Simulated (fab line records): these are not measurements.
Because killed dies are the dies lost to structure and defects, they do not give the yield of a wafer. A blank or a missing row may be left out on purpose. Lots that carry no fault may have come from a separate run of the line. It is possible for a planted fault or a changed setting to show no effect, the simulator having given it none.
8D (eight disciplines) problem report, filled in by code :: flow sky130 :: the parts of the form that need people (team, actions taken, sign-off) are left out

## 1. WHAT WENT WRONG
Wafers without a fault read 0.2, standard deviation 0.52; killed at other at SKY_PAD_OPEN_PROBE_99 reads a mean of 30.2 on 9 wafers belonging to 3 lots. Relative to the usual mean, that is a shift of +58 standard deviations.
Seen first at day 49 06:09 on prober-02, wafer L772.2. Wafers with a number at this step in the record: 39, from 13 lots. Rule for "out", or "out of limits": more than 4 standard deviations from the usual mean. All remaining wafers that have a number are taken as sound.

## 2. WHAT IT IS, AND WHAT IT ISN'T
question: which readings at this step
is: killed at other
is not: killed_at_M0_to_M3, killed_at_M4_up, killed at contacts, killed at front end, killed open, killed short

question: which lots
is: L772, L775, L776
is not: L760, L762, L763, L765, L766, L767, L768, L770, L771, L782

question: which wafers of those lots
is: all that have a number
is not: -

question: read on which tools
is: prober-01, prober-02
is not: -

question: when
is: from day 49 06:09
is not: up to then (27 sound wafers); but 3 sound wafers of L782 came after

## 3. WHAT RULES OUT EACH SUSPECT
Counting: any tool at a process step up to the reading is kept as a suspect provided that every lot that is out went through it and no sound lot did after the first of them.
- wet bench-03 at SKY_CAP2M_CLEAN_16 (cleans in IPA, time 180 s): kept. Every lot that is out went through it, starting with L772 (day 44 17:10), and after that it ran no sound lot; the last sound lot it ran before then is L770 (day 44 08:00).
The count leaves wet bench-03 at SKY_CAP2M_CLEAN_16.

## 4. THE CAUSE (what the simulator had put in)
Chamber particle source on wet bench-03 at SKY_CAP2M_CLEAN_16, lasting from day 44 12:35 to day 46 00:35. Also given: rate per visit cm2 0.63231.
Counting left only this tool.

## 5. THE EFFECT CHAIN, in route order
Each row: a reading where the mean over the struck wafers with a number is more than 3 standard deviations away from the usual. Readings are gone through only where the record gives a usual standard deviation; hours: the median, over the lots, of the time from a lot's start at the first step in this table giving one to that lot's start at this step; sigmas: the change measured in usual standard deviations.
hours: 0
step: SKY_PAD_OPEN_PROBE_99
reading: defect limited yield
usual: 82.1 %
on struck wafers: 76.6
change: -5.5
sigmas: -3.1

hours: 0
step: SKY_PAD_OPEN_PROBE_99
reading: killed at other
usual: 0.2
on struck wafers: 30.2
change: +30.0
sigmas: +58

hours: 0
step: SKY_PAD_OPEN_PROBE_99
reading: killed dies
usual: 88
on struck wafers: 115
change: +27
sigmas: +3.1

hours: 0
step: SKY_PAD_OPEN_PROBE_99
reading: sort n pass
usual: 404
on struck wafers: 377
change: -27
sigmas: -3.1

hours: 0
step: SKY_PAD_OPEN_PROBE_99
reading: sort yield pct
usual: 82.1 %
on struck wafers: 76.6
change: -5.5
sigmas: -3.1
Its process steps:
- SKY_PAD_OPEN_PROBE_99

## 6. HOW IT WOULD HAVE BEEN CAUGHT EARLIER
In this record no reading fell out of limits until day 49 06:09, 114 hours after the fault had begun at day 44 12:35.
By day 49 06:09 the whole set of lots that are out, 3 in number, had already begun SKY_CAP2M_CLEAN_16 on wet bench-03. Holding the tool at that point would not have protected any of them.
